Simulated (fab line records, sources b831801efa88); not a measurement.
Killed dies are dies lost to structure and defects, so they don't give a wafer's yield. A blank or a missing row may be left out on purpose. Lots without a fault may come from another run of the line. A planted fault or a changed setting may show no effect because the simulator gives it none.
Which tool did it? | flow gf180mcu | 12 lots, 36 wafers sampled, at 2 steps of a route of 602

WHAT THE GAUGES READ, wafer by wafer
GF_VT_IMPLANT_OVL_MEAS_40. Usual: VT_IMPLANT_03_OVL -0.9 nm, standard deviation 1.4.
lot  | measured     | on         | VT_IMPLANT_03_OVL (nm) | flag
L852 | day 7 11:08  | overlay-01 | -2.5 -0.2 0.7          |
L855 | day 8 07:54  | overlay-01 | 0.3 -0.1 0.1           |
L856 | day 8 13:21  | overlay-02 | -1.1 -0.9 -2.7         |
L858 | day 9 04:06  | overlay-02 | -2.4 -1.2 -1.2         |
L859 | day 9 12:25  | overlay-01 | -0.5 -0.6 -1.1         |
L861 | day 9 23:46  | overlay-01 | 0.5 -2.9 -0.8          |
L863 | day 10 14:22 | overlay-02 | -2.1 0.8 -2.2          |
L867 | day 11 19:46 | overlay-01 | -1.3 -1.4 -1.0         |
L868 | day 12 00:13 | overlay-01 | 0.1 0.2 1.5            |
L872 | day 13 04:43 | overlay-02 | -1.6 -0.7 -0.5         |
L873 | day 13 11:22 | overlay-01 | -0.7 0.4 -1.4          |
L875 | day 14 03:40 | overlay-02 | 0.7 2.0 -0.6           |

WHICH TOOL RAN EACH LOT (tool, then ch and the chambers of the sampled wafers, then the start)
lot  | GF_STI_CMP_25
L852 | cmp-01 ch 1,2,3, day 2 02:55
L855 | cmp-02 ch 0,1,3, day 2 18:53
L856 | cmp-01 ch 1,2,3, day 3 00:07
L858 | cmp-01 ch 1,2, day 3 09:44
L859 | cmp-01 ch 0,2,3, day 3 15:37
L861 | cmp-01 ch 1,2, day 4 01:44
L863 | cmp-02 ch 1,2,3, day 4 13:51
L867 | cmp-01 ch 2,3, day 5 08:57
L868 | cmp-02 ch 0,1, day 5 14:40
L872 | cmp-02 ch 0,1, day 6 11:04
L873 | cmp-01 ch 0,1,3, day 6 15:42
L875 | cmp-01 ch 0,1,3, day 7 04:31
- GF_STI_CMP_25: polishes, stops on Si3N4, t overpolish 33 s, target thk 524.6 nm.

WHAT THE TOOLS THEMSELVES READ (means of the sampled wafers that have a number; where no wafer has one, the mark that the record gives instead)
GF_STI_CMP_25. Usual: motor_current_A 12.0 A, standard deviation 1.6; overpolish_run_s 33.000 s, standard deviation 0.0089; time_to_endpoint_s 123 s, standard deviation 4.3.
lot  | tool   | motor_current_A (A) | overpolish_run_s (s) | time_to_endpoint_s (s) | flag
L852 | cmp-01 | 12.3                | 33.000               | 124                    |
L855 | cmp-02 | 12.9                | 32.998               | 130                    |
L856 | cmp-01 | 12.7                | 33.002               | 127                    |
L858 | cmp-01 | 12.6                | 32.993               | 123                    |
L859 | cmp-01 | 11.7                | 33.007               | 117                    |
L861 | cmp-01 | 12.1                | 33.001               | 119                    |
L863 | cmp-02 | 13.2                | 32.995               | 121                    |
L867 | cmp-01 | 12.6                | 33.003               | 122                    |
L868 | cmp-02 | 13.0                | 32.995               | 121                    |
L872 | cmp-02 | 12.8                | 32.996               | 121                    |
L873 | cmp-01 | 11.9                | 32.999               | 124                    |
L875 | cmp-01 | 11.8                | 33.000               | 128                    |

THE ANSWER, worked out from the rows above alone
Rule: a lot is off if the mean of its wafers that have a number lies more than 3 standard deviations from the usual mean. A lot without any number at a reading at which 4 lots or more have one is off too. The other lots that the step has rows for count as sound. The gauges are gone through in route order, then the tools' own readings, and for those a lot's mean is taken as printed above. The first step at which some lot is off is used, and at that step the reading that is off furthest; a lot without a number counts as furthest.
No lot is off at any reading shown: from this, nothing can be told.

WHAT THE SIMULATOR HAD PUT IN
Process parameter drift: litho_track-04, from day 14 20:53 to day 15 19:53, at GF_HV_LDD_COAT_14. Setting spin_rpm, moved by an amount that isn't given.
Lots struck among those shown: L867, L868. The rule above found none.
